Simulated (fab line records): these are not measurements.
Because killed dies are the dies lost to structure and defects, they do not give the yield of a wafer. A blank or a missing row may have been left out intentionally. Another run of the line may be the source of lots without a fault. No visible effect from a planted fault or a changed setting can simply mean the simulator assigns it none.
Matching of chambers | flow sky130 | SKY_VIA3_CMP_24 on cmp-01: 4 sister chambers
The step polishes, stops on SiO2, t overpolish 20 s, target thk 0 nm. 4 wafers are shown with their chamber, then 9 later ones without.

WAFERS WITH THEIR CHAMBER
wafer  | chamber | motor current A (A)
L674.1 | 2       | 10.2
L674.5 | 3       | 11.5
L675.5 | 0       | 11.9
L675.6 | 1       | 10.2

WAFERS WITH NO CHAMBER GIVEN
wafer  | motor current A (A)
L684.1 | 11.9
L684.2 | 10.7
L684.5 | 11.8
L685.1 | 10.0
L685.2 | 9.7
L685.4 | 11.9
L686.1 | 11.2
L686.3 | 11.3
L686.4 | 10.5

THE CHAMBER EACH PASSED THROUGH
wafer  | from the rows above          | in truth
L684.1 | can't be placed: 0 or 3      | 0
L684.2 | can't be placed: 1 or 2 or 3 | 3
L684.5 | can't be placed: 0 or 3      | 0
L685.1 | can't be placed: 1 or 2      | 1
L685.2 | can't be placed: 1 or 2      | 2
L685.4 | can't be placed: 0 or 3      | 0
L686.1 | can't be placed: 3 or 0      | 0
L686.3 | can't be placed: 3 or 0      | 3
L686.4 | can't be placed: 1 or 2      | 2
Placed correctly: 0 of 9. Can't be placed from these rows: 9 (the true chamber is among the candidates in 9). Number placed wrongly: 0.
How it was worked out, from the rows above alone: a wafer's distance from a chamber is the root of the sum, over the readings, of the square of ((its reading less the chamber's mean) divided by the reading's scatter). The wafer belongs to the nearest chamber; if the next one is less than 2 further off, it can't be placed. For every chamber, the mean is computed from those of its wafers that are shown. The scatter: with one shown wafer a chamber, the root of the mean of the squares of how far each hidden wafer lies from its nearest shown one.
